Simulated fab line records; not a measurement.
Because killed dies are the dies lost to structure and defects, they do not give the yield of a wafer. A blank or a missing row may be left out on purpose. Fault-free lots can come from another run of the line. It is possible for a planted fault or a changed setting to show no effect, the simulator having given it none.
Which of the tools did it? / flow gf180mcu / 12 lots, 36 wafers sampled, at 5 steps of a route of 602

== WHAT THE GAUGES SHOWED, per wafer ==
GF_V1_THK_MEAS_01. Usual: V1_CVD_00_THK 599 nm, standard deviation 5.5.
lot=L490; measured=day 16 21:35; on=film-metro-03; V1_CVD_00_THK (nm)=595 597 600; flag=
lot=L492; measured=day 17 14:05; on=film-metro-01; V1_CVD_00_THK (nm)=600 596 602; flag=
lot=L493; measured=day 18 10:21; on=film-metro-01; V1_CVD_00_THK (nm)=304 599 605; flag=OFF
lot=L494; measured=day 18 17:34; on=film-metro-02; V1_CVD_00_THK (nm)=301 613 605; flag=OFF
lot=L495; measured=day 19 04:17; on=film-metro-03; V1_CVD_00_THK (nm)=593 590 606; flag=
lot=L501; measured=day 21 04:40; on=film-metro-02; V1_CVD_00_THK (nm)=590 599 604; flag=
lot=L502; measured=day 21 15:34; on=film-metro-03; V1_CVD_00_THK (nm)=598 588 592; flag=
lot=L506; measured=day 23 06:39; on=film-metro-03; V1_CVD_00_THK (nm)=603 602 607; flag=
lot=L507; measured=day 23 14:49; on=film-metro-03; V1_CVD_00_THK (nm)=593 591 588; flag=
lot=L508; measured=day 24 00:51; on=film-metro-01; V1_CVD_00_THK (nm)=586 596 591; flag=
lot=L510; measured=day 24 11:49; on=film-metro-01; V1_CVD_00_THK (nm)=608 606 600; flag=
lot=L512; measured=day 24 21:49; on=film-metro-02; V1_CVD_00_THK (nm)=592 596 593; flag=

== TOOL THAT RAN EACH LOT (tool first, then ch and the chambers of the sampled wafers, then the start) ==
lot=L490; GF_CONTACT_STRIP_18=plasma-asher-02 ch 0,1, day 15 21:24; GF_M1_SPUTTER_03=pvd-sputter-01, day 15 22:32; GF_M1_SPUTTER_04=pvd-sputter-01, day 15 22:34; GF_V1_CVD_00=hdpcvd-01 ch 0,2, day 16 21:31
lot=L492; GF_CONTACT_STRIP_18=plasma-asher-04 ch 0,1, day 16 12:41; GF_M1_SPUTTER_03=pvd-sputter-03, day 16 13:49; GF_M1_SPUTTER_04=pvd-sputter-03, day 16 13:50; GF_V1_CVD_00=hdpcvd-01 ch 0,2, day 17 13:59
lot=L493; GF_CONTACT_STRIP_18=plasma-asher-02 ch 0,1, day 17 08:29; GF_M1_SPUTTER_03=pvd-sputter-01, day 17 09:46; GF_M1_SPUTTER_04=pvd-sputter-01, day 17 09:47; GF_V1_CVD_00=hdpcvd-01 ch 0,1, day 18 10:16
lot=L494; GF_CONTACT_STRIP_18=plasma-asher-04 ch 0, day 17 16:14; GF_M1_SPUTTER_03=pvd-sputter-01, day 17 17:29; GF_M1_SPUTTER_04=pvd-sputter-01, day 17 17:30; GF_V1_CVD_00=hdpcvd-01 ch 0,1,2, day 18 17:29
lot=L495; GF_CONTACT_STRIP_18=plasma-asher-04 ch 0,1, day 18 01:54; GF_M1_SPUTTER_03=pvd-sputter-01, day 18 03:02; GF_M1_SPUTTER_04=pvd-sputter-01, day 18 03:04; GF_V1_CVD_00=hdpcvd-02 ch 0,1,2, day 19 04:13
lot=L501; GF_CONTACT_STRIP_18=plasma-asher-01 ch 0,1, day 20 03:00; GF_M1_SPUTTER_03=pvd-sputter-04, day 20 04:08; GF_M1_SPUTTER_04=pvd-sputter-04, day 20 04:10; GF_V1_CVD_00=hdpcvd-01 ch 0,1,2, day 21 04:35
lot=L502; GF_CONTACT_STRIP_18=plasma-asher-02 ch 0,1, day 20 13:59; GF_M1_SPUTTER_03=pvd-sputter-03, day 20 15:08; GF_M1_SPUTTER_04=pvd-sputter-03, day 20 15:10; GF_V1_CVD_00=hdpcvd-01 ch 0,2, day 21 15:29
lot=L506; GF_CONTACT_STRIP_18=plasma-asher-04 ch 0,1, day 22 05:26; GF_M1_SPUTTER_03=pvd-sputter-01, day 22 06:35; GF_M1_SPUTTER_04=pvd-sputter-01, day 22 06:36; GF_V1_CVD_00=hdpcvd-01 ch 1,2, day 23 06:34
lot=L507; GF_CONTACT_STRIP_18=plasma-asher-01 ch 0,1, day 22 13:35; GF_M1_SPUTTER_03=pvd-sputter-04, day 22 14:44; GF_M1_SPUTTER_04=pvd-sputter-04, day 22 14:45; GF_V1_CVD_00=hdpcvd-02 ch 0,1,2, day 23 14:44
lot=L508; GF_CONTACT_STRIP_18=plasma-asher-02 ch 1, day 23 00:38; GF_M1_SPUTTER_03=pvd-sputter-04, day 23 01:46; GF_M1_SPUTTER_04=pvd-sputter-04, day 23 01:47; GF_V1_CVD_00=hdpcvd-02 ch 0,2, day 24 00:46
lot=L510; GF_CONTACT_STRIP_18=plasma-asher-02 ch 0, day 23 10:42; GF_M1_SPUTTER_03=pvd-sputter-04, day 23 11:56; GF_M1_SPUTTER_04=pvd-sputter-04, day 23 11:57; GF_V1_CVD_00=hdpcvd-01 ch 1,2, day 24 11:45
lot=L512; GF_CONTACT_STRIP_18=plasma-asher-01 ch 0,1, day 23 21:30; GF_M1_SPUTTER_03=pvd-sputter-01, day 23 22:44; GF_M1_SPUTTER_04=pvd-sputter-01, day 23 22:46; GF_V1_CVD_00=hdpcvd-02 ch 0,1,2, day 24 21:45
- GF_CONTACT_STRIP_18: strips in O2/N2.
- GF_M1_SPUTTER_03: material Ti, target thk 10 nm, time 6.7 s.
- GF_M1_SPUTTER_04: material TiN, target thk 50 nm, time 41.7 s.
- GF_V1_CVD_00: deposits SiO2, target thk 600 nm, time 100 s.

== AS READ BY THE TOOLS THEMSELVES (means over the sampled wafers that have a number; for cases with no such wafer, the mark the record gives instead) ==
GF_CONTACT_STRIP_18. Usual: drypump-motor-current-A 5.6 A, standard deviation 0.38; heater-power-w 325 W, standard deviation 18; oes-product-au 0.581 a.u., standard deviation 0.0048.
lot=L490; tool=plasma-asher-02; drypump-motor-current-A (A)=5.9; heater-power-w (W)=321; oes-product-au (a.u.)=0.577; flag=
lot=L492; tool=plasma-asher-04; drypump-motor-current-A (A)=5.7; heater-power-w (W)=334; oes-product-au (a.u.)=0.579; flag=
lot=L493; tool=plasma-asher-02; drypump-motor-current-A (A)=5.9; heater-power-w (W)=317; oes-product-au (a.u.)=0.583; flag=
lot=L494; tool=plasma-asher-04; drypump-motor-current-A (A)=5.5; heater-power-w (W)=341; oes-product-au (a.u.)=0.579; flag=
lot=L495; tool=plasma-asher-04; drypump-motor-current-A (A)=5.6; heater-power-w (W)=334; oes-product-au (a.u.)=0.580; flag=
lot=L501; tool=plasma-asher-01; drypump-motor-current-A (A)=5.0; heater-power-w (W)=309; oes-product-au (a.u.)=0.581; flag=
lot=L502; tool=plasma-asher-02; drypump-motor-current-A (A)=5.9; heater-power-w (W)=325; oes-product-au (a.u.)=0.581; flag=
lot=L506; tool=plasma-asher-04; drypump-motor-current-A (A)=5.7; heater-power-w (W)=327; oes-product-au (a.u.)=0.585; flag=
lot=L507; tool=plasma-asher-01; drypump-motor-current-A (A)=5.0; heater-power-w (W)=317; oes-product-au (a.u.)=0.585; flag=
lot=L508; tool=plasma-asher-02; drypump-motor-current-A (A)=6.1; heater-power-w (W)=313; oes-product-au (a.u.)=0.582; flag=
lot=L510; tool=plasma-asher-02; drypump-motor-current-A (A)=5.6; heater-power-w (W)=344; oes-product-au (a.u.)=0.585; flag=
lot=L512; tool=plasma-asher-01; drypump-motor-current-A (A)=5.2; heater-power-w (W)=303; oes-product-au (a.u.)=0.583; flag=

GF_M1_SPUTTER_03. Usual: throttle-valve-pct 30.2 %, standard deviation 0.94.
lot=L490; tool=pvd-sputter-01; throttle-valve-pct (%)=30.5; flag=
lot=L492; tool=pvd-sputter-03; throttle-valve-pct (%)=30.8; flag=
lot=L493; tool=pvd-sputter-01; throttle-valve-pct (%)=30.7; flag=
lot=L494; tool=pvd-sputter-01; throttle-valve-pct (%)=30.9; flag=
lot=L495; tool=pvd-sputter-01; throttle-valve-pct (%)=31.0; flag=
lot=L501; tool=pvd-sputter-04; throttle-valve-pct (%)=28.9; flag=
lot=L502; tool=pvd-sputter-03; throttle-valve-pct (%)=30.5; flag=
lot=L506; tool=pvd-sputter-01; throttle-valve-pct (%)=30.6; flag=
lot=L507; tool=pvd-sputter-04; throttle-valve-pct (%)=29.7; flag=
lot=L508; tool=pvd-sputter-04; throttle-valve-pct (%)=30.1; flag=
lot=L510; tool=pvd-sputter-04; throttle-valve-pct (%)=28.8; flag=
lot=L512; tool=pvd-sputter-01; throttle-valve-pct (%)=30.4; flag=

GF_M1_SPUTTER_04. Usual: throttle-valve-pct 30.2 %, standard deviation 0.94.
lot=L490; tool=pvd-sputter-01; throttle-valve-pct (%)=30.6; flag=
lot=L492; tool=pvd-sputter-03; throttle-valve-pct (%)=30.8; flag=
lot=L493; tool=pvd-sputter-01; throttle-valve-pct (%)=30.9; flag=
lot=L494; tool=pvd-sputter-01; throttle-valve-pct (%)=30.7; flag=
lot=L495; tool=pvd-sputter-01; throttle-valve-pct (%)=30.9; flag=
lot=L501; tool=pvd-sputter-04; throttle-valve-pct (%)=29.1; flag=
lot=L502; tool=pvd-sputter-03; throttle-valve-pct (%)=30.5; flag=
lot=L506; tool=pvd-sputter-01; throttle-valve-pct (%)=30.5; flag=
lot=L507; tool=pvd-sputter-04; throttle-valve-pct (%)=29.5; flag=
lot=L508; tool=pvd-sputter-04; throttle-valve-pct (%)=30.2; flag=
lot=L510; tool=pvd-sputter-04; throttle-valve-pct (%)=28.9; flag=
lot=L512; tool=pvd-sputter-01; throttle-valve-pct (%)=30.5; flag=

GF_V1_CVD_00. Usual: sih4-flow-sccm 59.98 sccm, standard deviation 0.16.
lot=L490; tool=hdpcvd-01; sih4-flow-sccm (sccm)=60.12; flag=
lot=L492; tool=hdpcvd-01; sih4-flow-sccm (sccm)=59.85; flag=
lot=L493; tool=hdpcvd-01; sih4-flow-sccm (sccm)=49.70; flag=OFF
lot=L494; tool=hdpcvd-01; sih4-flow-sccm (sccm)=50.14; flag=OFF
lot=L495; tool=hdpcvd-02; sih4-flow-sccm (sccm)=59.99; flag=
lot=L501; tool=hdpcvd-01; sih4-flow-sccm (sccm)=60.00; flag=
lot=L502; tool=hdpcvd-01; sih4-flow-sccm (sccm)=59.87; flag=
lot=L506; tool=hdpcvd-01; sih4-flow-sccm (sccm)=60.00; flag=
lot=L507; tool=hdpcvd-02; sih4-flow-sccm (sccm)=59.95; flag=
lot=L508; tool=hdpcvd-02; sih4-flow-sccm (sccm)=60.02; flag=
lot=L510; tool=hdpcvd-01; sih4-flow-sccm (sccm)=60.18; flag=
lot=L512; tool=hdpcvd-02; sih4-flow-sccm (sccm)=59.93; flag=

== THE ANSWER, worked out from the rows above alone ==
Rule: a lot is off if the mean of its wafers that have a number lies more than 3 standard deviations from the usual mean. A lot without any number at a reading at which 4 lots or more have one is off too. The other lots that the step has rows for count as sound. The gauges are gone through in route order, then the tools' own readings, and for those a lot's mean is taken as printed above. The first step at which some lot is off is used, and at that step the reading that is off furthest; a lot without a number counts as furthest.
Off: at GF_V1_THK_MEAS_01 (V1_CVD_00_THK), L493, L494.
If a tool, at a process step before that reading, ran all the lots that are off and no sound lot after the first of them, it fits. Not tried: the gauges at GF_V1_THK_MEAS_01; whatever is off there is also off at GF_V1_CVD_00, on other tools, and gauge error can't account for it. Of those tried, none fits.

== WHAT THE SIMULATOR HAD INSERTED ==
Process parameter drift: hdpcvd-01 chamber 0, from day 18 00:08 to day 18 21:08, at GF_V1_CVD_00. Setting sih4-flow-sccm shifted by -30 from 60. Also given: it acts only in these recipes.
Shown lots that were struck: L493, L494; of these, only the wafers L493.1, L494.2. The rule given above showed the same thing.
